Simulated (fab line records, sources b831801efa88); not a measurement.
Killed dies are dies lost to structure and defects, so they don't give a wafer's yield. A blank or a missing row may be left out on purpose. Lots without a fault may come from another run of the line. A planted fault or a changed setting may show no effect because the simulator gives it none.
fab line records | flow sfq_line
record lots=7 wafers=18 last_day=85
route steps=325 shown I6@270 M7@281 I7@296 M8@311
lots that met no fault: from a run of the same line without faults
start_h: hours from the record's first day to the start of the lot's first wafer shown | wait_h: hours since the lot's step before | " the same as in the row above | L1.1+2: a row that stands for several wafers | - no value, or no start given | * or withheld: withheld | < > ~ a bound
route shown NAME@n: a module of which the file shows steps, and the number in the route of the first | usual: mean/standard deviation of fault-free wafers | same: alike in all rows | chamber/n: place in a boat | sites: the reading at each site | _std_site: their standard deviation | _edge_site: outer sites' mean less inner sites' | radius_mm: how far each site lies from the wafer's centre | mask NAME#n: copy n | behind: the tool/chamber that last shaped the wafer | hold: why the lot was held/for how many hours/how that ended | device: the transistor (n, p or np) that didn't switch | end of line: the same wafers' tests at the end of the route | a step without rows: its recipe alone | killed: dies lost to structure and defects at the first sort, not the wafer's yield | map: a wafer's dies, x killed, . not, _ none there
set.NAME: the setting as run; set.NAME@STEP: as run at that earlier step | model.NAME: the simulator's own value behind a step, which no gauge read
lots at some steps of the route; a table a step, a row a wafer
services: from which hour (start_h, from the record's first day; less than 0 if before it) a tool's chamber was out of use, for how many hours, and why
## steps
# step SFQ_TRILAYER_I6_VIA_LITHO_COAT_174
# recipe resist=BARC spin_rpm=3000 resist_thk_nm=62
# step SFQ_TRILAYER_I6_VIA_LITHO_COAT_169
# recipe resist=KrF spin_rpm=3000 resist_thk_nm=650
# step SFQ_TRILAYER_I6_VIA_LITHO_SOFTBAKE_173
# recipe temp_c=withheld time_s=withheld resist=KrF
# step SFQ_TRILAYER_I6_VIA_LITHO_EXPOSE_170
# recipe mask_id=I6 na=0.6 source_shape=conventional sigma_outer=0.65 target_cd_nm=700 dose_mj=21.3
# step SFQ_TRILAYER_I6_VIA_LITHO_PEB_172
# recipe peb_temp_c=115 peb_time_s=60 resist=KrF
# step SFQ_TRILAYER_I6_VIA_LITHO_DEVELOP_171
# recipe time_s=60 resist=KrF
# step SFQ_I6_OVL_MEAS_942
# usual I6_OVL=-1/6.2
# columns lot.wafer tool chamber start_h wait_h I6_OVL[nm]
L834.2 overlay-01 - 1751.91 0.1 5
L834.4 " - " " 4
L834.6 " - " " 12
L840.1 overlay-01 - 1818.69 0.1 2
L840.5 " - " " -8
L840.6 " - " " -4
L842.1 overlay-01 - 1823.49 0.1 -1
L842.2 " - " " 0
L842.5 " - " " 9
L843.3 overlay-01 - 1825.90 0.1 -10
L843.5 " - " " -9
L846.4 overlay-01 - 1834.31 0.1 -3
L846.5 " - " " 4
L848.3 overlay-01 - 1839.10 0.1 -3
L848.4 " - " " -3
L850.1 overlay-01 - 1843.89 0.1 -1
L850.3 " - " " -5
L850.6 " - " " -7
# step SFQ_TRILAYER_I6_VIA_BARC_OPEN_VIA_ETCH_235
# recipe mask_material=PR chemistry=O2 target_depth_nm=125 target=BARC source_w=500 bias_w=80 pressure_mtorr=30 time_s=41.7
# usual drypump_motor_current_A=5.5/0.37 oes_product_au=0.685/0.0047
# columns lot.wafer tool chamber start_h wait_h drypump_motor_current_A oes_product_au rf_hours_counter_h
L834.2 rie_diel-01 1 1751.94 0.0 5.6 0.684 17
L834.4 " 2 " " 5.4 0.686 0
L834.6 " 2 " " 5.4 0.687 -
L840.1 rie_diel-03 3 1818.73 0.0 5.1 0.692 14
L840.5 " 0 " " 5.8 0.686 -
L840.6 " 1 " " 4.8 0.681 -
L842.1 rie_diel-04 3 1823.53 0.0 5.4 0.686 1
L842.2 " 0 " " 5.8 0.675 18
L842.5 " 0 " " 5.8 0.683 -
L843.3 rie_diel-03 0 1825.93 0.0 5.8 0.689 21
L843.5 " 3 " " 5.1 0.693 -
L846.4 rie_diel-03 2 1834.35 0.0 6.1 0.684 -
L846.5 " 1 " " 4.8 0.678 -
L848.3 rie_diel-04 1 1839.13 0.0 5.9 0.684 6
L848.4 " 0 " " 5.8 0.688 18
L850.1 rie_diel-01 3 1843.93 0.0 5.7 0.695 10
L850.3 " 2 " " 5.4 0.684 1
L850.6 " 0 " " 5.1 0.686 -
# step SFQ_TRILAYER_I6_VIA_ETCH_VIA_ETCH_172
# recipe target=SiO2 stop_on=Nb mask_material=PR taper_deg=20 chemistry=CHF3 target_depth_nm=260 source_w=500 bias_w=80 pressure_mtorr=30 time_s=withheld
# usual drypump_motor_current_A=5.5/0.37 oes_product_au=0.855/0.0052
# columns lot.wafer tool chamber start_h wait_h drypump_motor_current_A oes_product_au
L834.2 rie_diel-01 1 1751.98 0.0 5.6 0.861
L834.4 " 2 " " 5.4 0.855
L834.6 " 2 " " 5.4 0.853
L840.1 rie_diel-03 3 1818.77 0.0 5.1 0.856
L840.5 " 0 " " 5.8 0.846
L840.6 " 1 " " 4.8 0.848
L842.1 rie_diel-04 3 1823.57 0.0 5.3 0.855
L842.2 " 0 " " 5.8 0.858
L842.5 " 0 " " 5.8 0.856
L843.3 rie_diel-03 0 1825.97 0.0 5.8 0.852
L843.5 " 3 " " 5.1 0.859
L846.4 rie_diel-03 2 1834.42 0.1 6.1 0.853
L846.5 " 1 " " 4.8 0.849
L848.3 rie_diel-04 1 1839.17 0.0 6.0 0.863
L848.4 " 0 " " 5.8 0.858
L850.1 rie_diel-01 3 1843.97 0.0 5.7 0.854
L850.3 " 2 " " 5.4 0.863
L850.6 " 0 " " 5.1 0.857
# step SFQ_TRILAYER_I6_VIA_STRIP_STRIP_173
# recipe gas=O2 power_w=200 platen_temp_c=40 overash_fraction=0.65 chemistry=O2 pressure_mtorr=50
# usual drypump_motor_current_A=6.0/0.44 oes_product_au=1.003/0.0099
# same overash_fraction=0.65
# columns lot.wafer tool chamber start_h wait_h drypump_motor_current_A oes_product_au rf_hours_counter_h
L834.2 rie_metal-02 0 1752.09 - 5.4 0.996 127
L834.4 " 1 " " 6.2 1.002 -
L834.6 " 0 " " 5.5 1.012 -
L840.1 rie_metal-03 1 1818.88 - 6.6 1.013 18
L840.5 " 1 " " 6.6 1.013 -
L840.6 " 0 " " 6.2 1.002 -
L842.1 rie_metal-03 0 1823.68 - 6.2 1.004 82
L842.2 " 1 " " 6.6 1.002 19
L842.5 " 1 " " 6.6 1.014 -
L843.3 rie_metal-02 1 1826.48 - 6.2 0.999 -
L843.5 " 1 " " 6.2 0.993 -
L846.4 rie_metal-03 1 1834.68 - 6.6 0.993 -
L846.5 " 0 " " 6.2 0.989 -
L848.3 rie_metal-01 0 1839.48 - 5.6 1.020 -
L848.4 " 1 " " 5.3 0.989 -
L850.1 rie_metal-03 0 1844.08 - 6.2 0.999 88
L850.3 " 0 " " 6.2 0.997 -
L850.6 " 1 " " 6.5 1.005 -
# step SFQ_TRILAYER_I6_VIA_STRIP_SOLV_CLEAN_174
# recipe chemistry=NMP temp_c=70 time_s=600
# step SFQ_TRILAYER_M7_DEP_PRE_CLEAN_176
# recipe gas=Ar time_s=22.5 bias_v=250
# step SFQ_TRILAYER_M7_DEP_SPUTTER_175
# recipe material=Nb base_pressure_pa=1.33e-06 chamber_pressure_pa=0.1333 substrate_temp_c=20 target_thk_nm=200 power_w=2000 time_s=133.3
# usual throttle_valve_pct=29.3/0.91
# columns lot.wafer tool chamber start_h wait_h throttle_valve_pct model.Nb_of_TRILAYER_M7_DEP_SPUTTER_175.thk_nm
L834.2 pvd_sputter-05 - 1752.89 0.0 29.9 197.4
L834.4 " - " " 28.9 198.4
L834.6 " - " " 28.8 203.1
L840.1 pvd_sputter-04 - 1819.68 0.0 27.6 199.5
L840.5 " - " " 30.9 202.6
L840.6 " - " " 27.9 199.5
L842.1 pvd_sputter-06 - 1824.48 0.0 29.3 203.1
L842.2 " - " " 27.6 199.5
L842.5 " - " " 27.7 197.3
L843.3 pvd_sputter-04 - 1827.48 0.0 29.9 217.8
L843.5 " - " " 31.0 205
L846.4 pvd_sputter-04 - 1835.28 0.0 31.2 217.7
L846.5 " - " " 29.9 200.8
L848.3 pvd_sputter-04 - 1840.08 0.0 29.8 214.9
L848.4 " - " " 29.8 217.6
L850.1 pvd_sputter-05 - 1844.88 0.0 28.8 199.9
L850.3 " - " " 29.9 197.6
L850.6 " - " " 28.6 196.1
# step SFQ_M7_RS_MEAS_943
# recipe thk_meas_gauge=four-point-probe reads=Nb_of_TRILAYER_M7_DEP_SPUTTER_175
# usual M7_NB_RS=0.892/0.013
# columns lot.wafer tool chamber start_h wait_h M7_NB_RS[ohm/sq]
L834.2 film_metro-03 - 1753.00 0.1 0.903
L834.4 " - " " 0.895
L834.6 " - " " 0.876
L840.1 film_metro-03 - 1819.77 0.0 0.890
L840.5 " - " " 0.879
L840.6 " - " " 0.892
L842.1 film_metro-03 - 1824.57 0.0 0.877
L842.2 " - " " 0.891
L842.5 " - " " 0.902
L843.3 film_metro-03 - 1827.61 0.1 0.817
L843.5 " - " " 0.867
L846.4 film_metro-03 - 1835.43 0.1 0.818
L846.5 " - " " 0.886
L848.3 film_metro-04 - 1840.21 0.1 0.829
L848.4 " - " " 0.817
L850.1 film_metro-04 - 1844.97 0.0 0.891
L850.3 " - " " 0.902
L850.6 " - " " 0.910
# step SFQ_TRILAYER_M7_LITHO_COAT_182
# recipe resist=BARC spin_rpm=3000 resist_thk_nm=62
# step SFQ_TRILAYER_M7_LITHO_COAT_177
# recipe resist=KrF spin_rpm=3000 resist_thk_nm=600
# step SFQ_TRILAYER_M7_LITHO_SOFTBAKE_181
# recipe temp_c=withheld time_s=withheld resist=KrF
# step SFQ_TRILAYER_M7_LITHO_EXPOSE_178
# recipe mask_id=M7 na=0.6 source_shape=conventional sigma_outer=0.65 target_cd_nm=500 dose_mj=14.4
# step SFQ_TRILAYER_M7_LITHO_PEB_180
# recipe peb_temp_c=115 peb_time_s=60 resist=KrF
# step SFQ_TRILAYER_M7_LITHO_DEVELOP_179
# recipe time_s=60 resist=KrF
# step SFQ_M7_OVL_MEAS_945
# usual M7_OVL=-4/5
# columns lot.wafer tool chamber start_h wait_h M7_OVL[nm]
L834.2 overlay-02 - 1826.50 0.1 0
L834.4 " - " " 1
L834.6 " - " " 0
L840.1 overlay-02 - 1851.70 0.1 1
L840.5 " - " " -2
L840.6 " - " " -5
L842.1 overlay-02 - 1855.30 0.1 -3
L842.2 " - " " 4
L842.5 " - " " 5
L843.3 overlay-02 - 1856.51 0.1 -10
L843.5 " - " " -3
L846.4 overlay-01 - 1861.31 0.1 -1
L846.5 " - " " 5
L848.3 overlay-01 - 1864.91 0.1 -5
L848.4 " - " " -3
L850.1 overlay-01 - 1868.50 0.1 -5
L850.3 " - " " -13
L850.6 " - " " -2
# step SFQ_TRILAYER_M7_BARC_OPEN_METAL_ETCH_229
# recipe mask_material=PR chemistry=O2 target_depth_nm=125 target=BARC icp_w=600 bias_w=80 pressure_mtorr=10 time_s=41.7
# usual drypump_motor_current_A=5.66/0.25 oes_product_au=0.684/0.0045
# columns lot.wafer tool chamber start_h wait_h drypump_motor_current_A oes_product_au rf_hours_counter_h
L834.2 rie_metal-04 1 1826.53 0.0 5.55 0.668 96
L834.4 " 1 " " 5.56 0.683 -
L834.6 " 0 " " 5.71 0.682 -
L840.1 rie_metal-04 1 1851.73 0.0 5.55 0.692 100
L840.5 " 0 " " 5.71 0.693 -
L840.6 " 1 " " 5.55 0.685 -
L842.1 rie_metal-02 0 1855.33 0.0 5.45 0.681 3
L842.2 " 1 " " 6.21 0.684 17
L842.5 " 1 " " 6.22 0.689 -
L843.3 rie_metal-04 0 1856.55 0.0 5.66 0.691 -
L843.5 " 0 " " 5.68 0.681 -
L846.4 rie_metal-04 1 1861.35 0.0 5.55 0.693 -
L846.5 " 0 " " 5.68 0.679 -
L848.3 rie_metal-02 0 1864.95 0.0 5.43 0.685 -
L848.4 " 1 " " 6.21 0.688 -
L850.1 rie_metal-01 0 1868.53 0.0 5.56 0.688 74
L850.3 " 0 " " 5.56 0.688 -
L850.6 " 0 " " 5.60 0.678 -
# step SFQ_TRILAYER_M7_ETCH_METAL_ETCH_180
# recipe target=Nb stop_on=SiO2 mask_material=PR chemistry=Cl2/Ar target_depth_nm=240 icp_w=600 bias_w=80 pressure_mtorr=10 time_s=120
# usual drypump_motor_current_A=5.67/0.25 oes_product_au=0.893/0.0084
# columns lot.wafer tool chamber start_h wait_h drypump_motor_current_A oes_product_au rf_hours_counter_h
L834.2 rie_metal-04 1 1826.59 0.0 5.56 0.892 96
L834.4 " 1 " " 5.54 0.892 -
L834.6 " 0 " " 5.72 0.898 -
L840.1 rie_metal-04 1 1851.79 0.0 5.59 0.890 100
L840.5 " 0 " " 5.70 0.895 -
L840.6 " 1 " " 5.55 0.894 -
L842.1 rie_metal-02 0 1855.39 0.0 5.44 0.903 3
L842.2 " 1 " " 6.21 0.893 17
L842.5 " 1 " " 6.22 0.889 -
L843.3 rie_metal-04 0 1856.63 0.1 5.69 0.942 -
L843.5 " 0 " " 5.74 0.902 -
L846.4 rie_metal-04 1 1861.43 0.1 5.54 0.943 -
L846.5 " 0 " " 5.71 0.894 -
L848.3 rie_metal-02 0 1865.03 0.1 5.44 0.939 -
L848.4 " 1 " " 6.21 0.933 -
L850.1 rie_metal-01 0 1868.65 0.1 5.59 0.891 75
L850.3 " 0 " " 5.58 0.891 -
L850.6 " 0 " " 5.57 0.884 -
# step SFQ_TRILAYER_M7_STRIP_STRIP_181
# recipe gas=O2 power_w=200 platen_temp_c=40 overash_fraction=0.65 chemistry=O2 pressure_mtorr=50
# step SFQ_TRILAYER_M7_STRIP_SOLV_CLEAN_182
# recipe chemistry=NMP temp_c=70 time_s=600
# step SFQ_TRILAYER_I7_DEP_PECVD_183
# recipe material=SiO2 temp_c=150 time_s=111.11 pressure_torr=2.4 rf_w=183.3 precursor=SiH4/N2O target_thk_nm=500
# step SFQ_TRILAYER_I7_CMP_CMP_184
# recipe material=SiO2 down_force_psi=3 platen_rpm=60 pad_velocity_m_s=0.94248
# step SFQ_I7_BOW_MEAS_946
# recipe mode=bow
# usual I7_BOW=4/11
# columns lot.wafer tool chamber start_h wait_h I7_BOW[um]
L834.2 film_metro-02 - 1832.00 1.5 -16
L834.4 " - " " -8
L834.6 " - " " -9
L840.1 film_metro-03 - 1861.16 1.5 11
L840.5 " - " " 1
L840.6 " - " " 31
L842.1 film_metro-01 - 1868.45 2.0 14
L842.2 " - " " 7
L842.5 " - " " 13
L843.3 film_metro-02 - 1871.49 2.0 7
L843.5 " - " " 14
L846.4 film_metro-03 - 1877.51 2.1 -11
L846.5 " - " " -8
L848.3 film_metro-03 - 1883.49 2.0 27
L848.4 " - " " 39
L850.1 film_metro-01 - 1890.52 1.5 -8
L850.3 " - " " -11
L850.6 " - " " 0
# step SFQ_TRILAYER_I7_METRO_MEASURE_185
# usual thk_nm=199.8/1.4
# columns lot.wafer tool chamber start_h wait_h thk_nm
L834.2 film_metro-02 - 1832.30 0.3 200.6
L834.4 " - " " 200.4
L834.6 " - " " 199.7
L840.1 film_metro-03 - 1861.28 0.1 199.6
L840.5 " - " " 197.8
L840.6 " - " " 200.5
L842.1 film_metro-01 - 1868.57 0.1 200.2
L842.2 " - " " 201.1
L842.5 " - " " 200.6
L843.3 film_metro-02 - 1871.97 0.5 199.6
L843.5 " - " " 199.5
L846.4 film_metro-03 - 1878.17 0.6 201.1
L846.5 " - " " 201.9
L848.3 film_metro-03 - 1883.97 0.5 199.3
L848.4 " - " " 198.6
L850.1 film_metro-01 - 1890.64 0.1 200.8
L850.3 " - " " 196.8
L850.6 " - " " 198.3
# step SFQ_TRILAYER_I7_VIA_LITHO_COAT_192
# recipe resist=BARC spin_rpm=3000 resist_thk_nm=62
# step SFQ_TRILAYER_I7_VIA_LITHO_COAT_187
# recipe resist=KrF spin_rpm=3000 resist_thk_nm=650
# step SFQ_TRILAYER_I7_VIA_LITHO_SOFTBAKE_191
# recipe temp_c=withheld time_s=withheld resist=KrF
# step SFQ_TRILAYER_I7_VIA_LITHO_EXPOSE_188
# recipe mask_id=I7 na=0.6 source_shape=conventional sigma_outer=0.65 target_cd_nm=1000 dose_mj=21.3
# step SFQ_TRILAYER_I7_VIA_LITHO_PEB_190
# recipe peb_temp_c=115 peb_time_s=60 resist=KrF
# step SFQ_TRILAYER_I7_VIA_LITHO_DEVELOP_189
# recipe time_s=60 resist=KrF
# step SFQ_I7_OVL_MEAS_947
# usual I7_OVL=-2/4.8
# columns lot.wafer tool chamber start_h wait_h I7_OVL[nm]
L834.2 overlay-01 - 1897.70 0.1 -6
L834.4 " - " " -6
L834.6 " - " " -3
L840.1 overlay-02 - 1932.49 0.1 0
L840.5 " - " " -1
L840.6 " - " " -1
L842.1 overlay-01 - 1945.70 0.1 -4
L842.2 " - " " -1
L842.5 " - " " -3
L843.3 overlay-01 - 1949.31 0.1 -3
L843.5 " - " " -2
L846.4 overlay-02 - 1961.32 0.1 -6
L846.5 " - " " -7
L848.3 overlay-01 - 1972.11 0.1 -10
L848.4 " - " " -9
L850.1 overlay-01 - 1979.51 0.1 -1
L850.3 " - " " -6
L850.6 " - " " -7
# step SFQ_TRILAYER_I7_VIA_BARC_OPEN_VIA_ETCH_260
# recipe mask_material=PR chemistry=O2 target_depth_nm=125 target=BARC source_w=500 bias_w=80 pressure_mtorr=30 time_s=41.7
# step SFQ_TRILAYER_I7_VIA_ETCH_VIA_ETCH_190
# recipe target=SiO2 stop_on=Nb mask_material=PR taper_deg=20 chemistry=CHF3 target_depth_nm=260 source_w=500 bias_w=80 pressure_mtorr=30 time_s=withheld
# step SFQ_TRILAYER_I7_VIA_STRIP_STRIP_191
# recipe gas=O2 power_w=200 platen_temp_c=40 overash_fraction=0.65 chemistry=O2 pressure_mtorr=50
# step SFQ_TRILAYER_I7_VIA_STRIP_SOLV_CLEAN_192
# recipe chemistry=NMP temp_c=70 time_s=600
# step SFQ_TRILAYER_M8_LITHO_LOR_COAT_197
# recipe resist=lift-off spin_rpm=3000
# step SFQ_M8_BOW_MEAS_951
# recipe mode=bow
# usual M8_BOW=5/11
# columns lot.wafer tool chamber start_h wait_h M8_BOW[um] model.etest.m7.ohm_um model.etest.i6.link_ohm model.etest.i7.link_ohm model.etest.m7.ohm_sq
L834.2 film_metro-04 - 1903.79 0.0 -17 1.785 1.879 1.063 0.9015
L834.4 " - " " -7 1.784 1.869 1.059 0.8968
L834.6 " - " " -8 1.736 1.841 1.035 0.8759
L840.1 film_metro-01 - 2010.63 0.0 13 1.772 1.857 1.056 0.8917
L840.5 " - " " 1 1.744 1.851 1.041 0.878
L840.6 " - " " 33 1.782 1.856 1.054 0.8916
L842.1 film_metro-02 - 2019.03 0.0 14 1.738 1.875 1.043 0.876
L842.2 " - " " 7 1.758 1.884 1.056 0.8918
L842.5 " - " " 14 1.784 1.895 1.067 0.9016
L843.3 film_metro-01 - 2022.67 0.0 7 1.626 1.793 0.9761 0.8167
L843.5 " - " " 14 1.727 1.835 1.027 0.868
L846.4 film_metro-01 - 2035.57 0.1 -10 1.631 1.804 0.9797 0.8172
L846.5 " - " " -7 1.758 1.869 1.049 0.8862
L848.3 film_metro-04 - 2043.95 0.0 30 1.641 1.813 0.9886 0.828
L848.4 " - " " 40 1.618 1.802 0.979 0.8176
L850.1 film_metro-01 - 2051.13 0.0 -8 1.784 1.853 1.053 0.8901
L850.3 " - " " -10 1.798 1.876 1.062 0.9002
L850.6 " - " " 0 1.818 1.896 1.069 0.9074
## services
# columns tool chamber start_h hours kind
rie_diel-01 0 1730.72 2.9 repair
rie_metal-02 - 1750.33 0.9 repair
film_metro-03 - 1769.59 1.3 pm
rie_metal-04 - 1781.05 1.9 repair
rie_diel-04 1 1785.80 2.3 repair
rie_metal-02 1 1786.41 3.2 repair
rie_metal-04 - 1788.67 4.2 repair
rie_diel-01 1 1798.11 8.9 repair
rie_diel-04 - 1800.47 0.9 repair
film_metro-01 - 1810.72 1.1 pm
rie_metal-02 0 1813.65 - clean
rie_diel-03 1 1819.70 4.9 repair
rie_metal-01 - 1823.46 15.6 pm
rie_diel-04 2 1833.23 2.7 repair
film_metro-01 - 1839.23 1.8 pm
rie_diel-03 3 1839.68 7.5 repair
rie_metal-01 - 1839.95 2.8 pm
rie_diel-03 3 1851.60 1.2 repair
pvd_sputter-04 - 1851.62 14.5 repair
film_metro-02 - 1857.77 6.5 pm
rie_diel-03 - 1858.78 0.1 repair
rie_metal-01 1 1864.18 15.2 repair
rie_diel-03 3 1878.19 4.3 repair
film_metro-03 - 1885.42 0.7 pm
## key
first_sign step=SFQ_M7_RS_MEAS_943 reading=M7_NB_RS direction=down sigmas=5.7 usual=0.892 struck=0.820
effect step=SFQ_TRILAYER_M7_ETCH_METAL_ETCH_180 reading=oes_product_au direction=up sigmas=5.5 usual=0.893 struck=0.939
model_effect step=SFQ_TRILAYER_M7_DEP_SPUTTER_175 value=Nb_of_TRILAYER_M7_DEP_SPUTTER_175.thk_nm without=200.9 struck=217
model_effect step=SFQ_M8_BOW_MEAS_951 value=etest.m7.ohm_um without=1.759 struck=1.629
met_at SFQ_TRILAYER_M7_DEP_SPUTTER_175
struck_wafers L843.3,L846.4,L848.3,L848.4
onset_between 1819.68 1827.48
fault kind=process_parameter_drift tool=pvd_sputter-04 chamber=- onset_h=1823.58 steps=SFQ_TRILAYER_M7_DEP_SPUTTER_175 channel=time_s offset=* shape=step end_h=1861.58 scope=struck_wafers_only acts_in=* stated=*
